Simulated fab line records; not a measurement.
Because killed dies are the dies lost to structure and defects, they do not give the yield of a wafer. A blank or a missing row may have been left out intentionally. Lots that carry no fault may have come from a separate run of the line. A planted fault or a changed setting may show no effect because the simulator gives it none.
Which tool was responsible? -- flow sky130 -- 12 lots, 36 wafers sampled, at 5 steps of a route of 708

== WHAT EACH GAUGE READ, for each wafer ==
SKY_NWELL_THK_MEAS_02.
lot,measured,on,NWELL_OXIDATION_THK (nm)
L736,day 2 22:07,film_metro-03,9.90 9.95 9.96
L738,day 2 23:30,film_metro-04,9.80 9.82 9.70
L739,day 3 05:31,film_metro-04,12.29 12.14 12.24
L741,day 3 15:57,film_metro-03,10.09 10.09 10.20
L740,day 3 15:57,film_metro-04,10.27 10.04 9.98
L744,day 4 06:28,film_metro-04,10.01 10.01 10.15
L745,day 4 11:02,film_metro-04,12.10 12.01 12.04
L748,day 5 04:23,film_metro-04,10.04 10.17 9.93
L756,day 6 20:17,film_metro-02,9.80 9.82 9.66
L757,day 7 02:39,film_metro-03,9.90 9.96 9.74
L758,day 7 19:40,film_metro-04,9.82 9.85 9.85
L759,day 7 19:42,film_metro-04,9.83 9.79 9.92

SKY_NWELL_OVL_MEAS_10.
lot,measured,on,NWELL_00_OVL (nm)
L736,day 4 22:47,overlay-02,1.7 0.8 1.4
L738,day 5 01:34,overlay-01,-1.9 -1.4 -1.2
L739,day 5 07:11,overlay-02,-1.6 -0.3 -0.3
L741,day 5 19:44,overlay-01,-0.5 -2.1 -2.3
L740,day 5 19:02,overlay-01,0.6 -0.8 0.2
L744,day 6 10:38,overlay-01,-0.8 -1.6 -0.8
L745,day 6 18:04,overlay-01,-0.7 -3.0 -1.4
L748,day 7 13:22,overlay-01,-1.6 -1.0 -1.3
L756,day 9 09:02,overlay-01,-0.6 -1.2 -1.2
L757,day 9 16:41,overlay-02,1.7 2.0 1.9
L758,day 10 11:50,overlay-01,0.2 -0.9 -0.3
L759,day 10 12:29,overlay-02,-0.7 0.4 1.0

SKY_SONOS_TUNNEL_CD_MEAS_07: target cd 410 nm.
lot,measured,on,cd_nm (nm)
L736,day 11 20:34,cd_sem-01,409.8 409.2 409.6
L738,day 12 01:06,cd_sem-01,413.6 413.1 411.3
L739,day 12 09:09,cd_sem-02,409.7 410.2 409.4
L741,day 13 03:44,cd_sem-02,413.3 411.6 409.9
L740,day 13 00:52,cd_sem-01,408.2 407.4 408.1
L744,day 14 00:52,cd_sem-01,411.1 410.8 408.6
L745,day 14 09:29,cd_sem-01,416.0 415.5 415.4
L748,day 15 11:43,cd_sem-02,412.9 411.5 408.7
L756,day 17 23:15,cd_sem-02,408.4 409.9 408.7
L757,day 18 09:21,cd_sem-02,410.6 408.1 407.9
L758,day 19 10:37,cd_sem-02,407.4 407.1 405.2
L759,day 19 12:03,cd_sem-01,408.9 409.4 408.9

== WHICH TOOL RAN EACH LOT (tool, then ch and the chambers of the sampled wafers, then the start) ==
lot,SKY_FIELD_ISO_CMP_27,SKY_NWELL_OXIDATION_01
L736,"cmp-01 ch 1,2,3, day 2 17:42","furnace-01 ch 0, day 2 20:43"
L738,"cmp-02 ch 0,1,3, day 2 20:46","furnace-01 ch 0, day 2 22:07"
L739,"cmp-02 ch 0,2,3, day 3 02:37","furnace-01 ch 0, day 3 04:07"
L741,"cmp-02 ch 0,1,3, day 3 13:04","furnace-02 ch 0, day 3 14:32"
L740,"cmp-01 ch 1,2,3, day 3 13:07","furnace-02 ch 0, day 3 14:32"
L744,"cmp-02 ch 1,3, day 4 03:36","furnace-02 ch 0, day 4 05:04"
L745,"cmp-02 ch 1,2, day 4 08:20","furnace-01 ch 0, day 4 09:38"
L748,"cmp-02 ch 0,1, day 4 23:20","furnace-02 ch 0, day 5 02:59"
L756,"cmp-01 ch 1,2, day 6 17:57","furnace-01 ch 0, day 6 18:52"
L757,"cmp-02 ch 1,2,3, day 6 22:32","furnace-02 ch 0, day 7 01:15"
L758,"cmp-01 ch 1,2, day 7 13:50","furnace-02 ch 0, day 7 18:15"
L759,"cmp-02 ch 0,1,3, day 7 15:22","furnace-02 ch 0, day 7 18:15"
- SKY_FIELD_ISO_CMP_27: polishes, stops on Si3N4, t overpolish 16 s, target thk 457.8 nm.
- SKY_NWELL_OXIDATION_01: stabilise 600 s, purge 300 s, target thk 10 nm.

== AS READ BY THE TOOLS THEMSELVES (means over the sampled wafers that have a number; for cases with no such wafer, the mark the record gives instead) ==
SKY_FIELD_ISO_CMP_27.
lot,tool,edge_zone_pressure_frac,motor_current_A (A),overpolish_run_s (s),time_to_endpoint_s (s)
L736,cmp-01,0.998,13.1,16.003,115
L738,cmp-02,1.005,11.9,16.006,111
L739,cmp-02,1.002,11.4,16.016,110
L741,cmp-02,0.999,12.0,15.991,114
L740,cmp-01,1.002,12.3,16.003,115
L744,cmp-02,1.001,11.6,16.003,113
L745,cmp-02,1.003,12.0,15.998,116
L748,cmp-02,0.997,12.3,16.017,113
L756,cmp-01,1.001,13.9,15.992,106
L757,cmp-02,0.999,11.3,16.003,110
L758,cmp-01,0.998,13.5,15.997,108
L759,cmp-02,1.002,11.7,16.003,115

SKY_NWELL_OXIDATION_01.
lot,tool,spike_tc_bottom_C (C),spike_tc_centre_C (C),spike_tc_lower_C (C),spike_tc_top_C (C),spike_tc_upper_C (C),tube_center_temp_C (C),tube_center_temp_C_max
L736,furnace-01,914.5,898.8,901.5,910.3,902.1,900,902.8
L738,furnace-01,915.1,897.4,901.4,909.9,901.7,900,902.3
L739,furnace-01,933.9,915.7,919.6,929.6,921.5,919,921.3
L741,furnace-02,918.8,901.4,901.3,914.1,900.5,900,902.6
L740,furnace-02,919.4,901.4,900.8,913.3,900.2,900,902.1
L744,furnace-02,918.9,901.5,901.2,913.9,900.8,900,902.0
L745,furnace-01,934.0,917.6,919.7,929.0,919.0,919,920.8
L748,furnace-02,919.2,900.9,901.5,913.1,900.2,900,902.1
L756,furnace-01,914.5,897.6,901.7,910.8,901.0,900,902.2
L757,furnace-02,918.8,901.2,900.5,912.9,899.6,900,902.6
L758,furnace-02,919.7,900.5,901.4,912.8,898.5,900,902.3
L759,furnace-02,919.0,901.8,900.6,913.3,899.8,900,902.4

== THE ANSWER, worked out from the rows above alone ==
Rule: usual is defined by the lots themselves. The widest of any qualifying gaps counts: lots, ordered by their means at a reading, are off when they make up no more than a third of the lots, leave a main group of 4 or more, and stand apart from it by 3 or more times the standard deviation of that group's means. If all means in a main group match to the digits the tables above print for the reading, that group is not used. A lot without any number at a reading at which 4 lots or more have one is off too. The other lots that the step has rows for count as sound. The gauges are gone through in route order, then the tools' own readings, and for those a lot's mean is taken as printed above. The first step at which some lot is off is used, and at that step the reading that is off furthest; a lot without a number counts as furthest.
Off: L739, L745, seen at SKY_NWELL_THK_MEAS_02 (NWELL_OXIDATION_THK). The main group: mean 9.94 nm, standard deviation 0.13.
A tool fits if, at a process step before that reading, it ran every lot that is off, and no sound lot after the first of them. The gauges at SKY_NWELL_THK_MEAS_02 aren't tried: what is off there is off at SKY_NWELL_OXIDATION_01 too, on other tools, and a gauge's error can't cause that. No candidate that was tried fits.

== WHAT THE SIMULATOR PUT IN ==
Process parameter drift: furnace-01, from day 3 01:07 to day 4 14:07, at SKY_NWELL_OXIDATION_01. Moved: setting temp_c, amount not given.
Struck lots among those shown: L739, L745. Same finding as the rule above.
